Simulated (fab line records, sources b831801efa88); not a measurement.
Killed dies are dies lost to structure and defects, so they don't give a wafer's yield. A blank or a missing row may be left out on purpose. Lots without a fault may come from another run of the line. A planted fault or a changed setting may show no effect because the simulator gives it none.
Problem report in the 8D (eight disciplines) form, filled by code | flow sky130 | the parts of the form that need people (team, actions taken, sign-off) are left out

1. THE PROBLEM
overpolish_run_s at SKY_VIA4_CMP_21 reads a mean of 28.557 s on 2 wafers of 2 lots; wafers without a fault read 25.001 s with a standard deviation of 0.0087. That is +99 or more standard deviations from the usual mean.
The step: polishes, stops on SiO2, t overpolish 25 s, target thk 0 nm.
First seen on wafer L103.1, day 46 20:55, on cmp-01. The record holds 42 wafers of 14 lots with a number at this step. Rule for "out", or "out of limits": more than 4 standard deviations from the usual mean. The other wafers with a number count as sound.

2. WHAT IT IS AND WHAT IT IS NOT
question                    | is                | is not
which readings at this step | overpolish_run_s  | motor_current_A
which lots                  | L103, L106        | L100, L101, L108, L109, L988, L989, L990, L993, L994, L995, L996, L997
which wafers of those lots  | L103.1, L106.6    | L103.2, L103.4, L106.3, L106.4
read on which tools         | cmp-01            | cmp-02
when                        | from day 46 20:55 | up to then (32 sound wafers); but 8 sound wafers of L106, L108, L109 came after

3. SUSPECTS, AND WHAT RULES EACH OUT
Counting: a tool at a process step up to the reading stays a suspect if it ran every lot that is out. Sound lots after the first of them don't rule it out here, since some wafers of a struck lot are sound.
- cmp-01 at SKY_VIA4_CMP_21 (polishes, stops on SiO2, t overpolish 25 s, target thk 0 nm): kept. It ran every lot that is out, first L103 (day 46 20:55); its last sound lot up to then is L101 (day 46 07:38). Its own readings are out on those wafers: overpolish_run_s.
- Within cmp-01 at SKY_VIA4_CMP_21: the wafers that are out ran in chamber 1; their sound lot-mates ran in chambers 0, 2, 3.
Left after counting: cmp-01 at SKY_VIA4_CMP_21.

4. THE CAUSE (what the simulator had put in)
Process parameter drift: cmp-01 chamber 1, from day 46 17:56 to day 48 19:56, at SKY_VIA4_CMP_21. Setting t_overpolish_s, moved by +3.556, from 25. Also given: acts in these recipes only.
Counting left only this tool.

5. THE CHAIN OF EFFECTS, in route order
Each row: a reading whose mean over the struck wafers that have a number lies more than 3 standard deviations from the usual. Only readings for which the record gives a usual standard deviation are gone through. hours: the time from each lot's start at the first step in this table that gives one to its start at this step, as a median over the lots. sigmas: the change in usual standard deviations.
hours | step            | reading          | usual    | on struck wafers | change | sigmas
0     | SKY_VIA4_CMP_21 | overpolish_run_s | 25.001 s | 28.557           | +3.556 | +99 or more
The process steps in it:
- SKY_VIA4_CMP_21: polishes, stops on SiO2, t overpolish 25 s, target thk 0 nm.

6. WHAT WOULD HAVE CAUGHT IT SOONER
In this record the first reading out of limits was taken at day 46 20:55, 3 hours after the fault began at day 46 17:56.
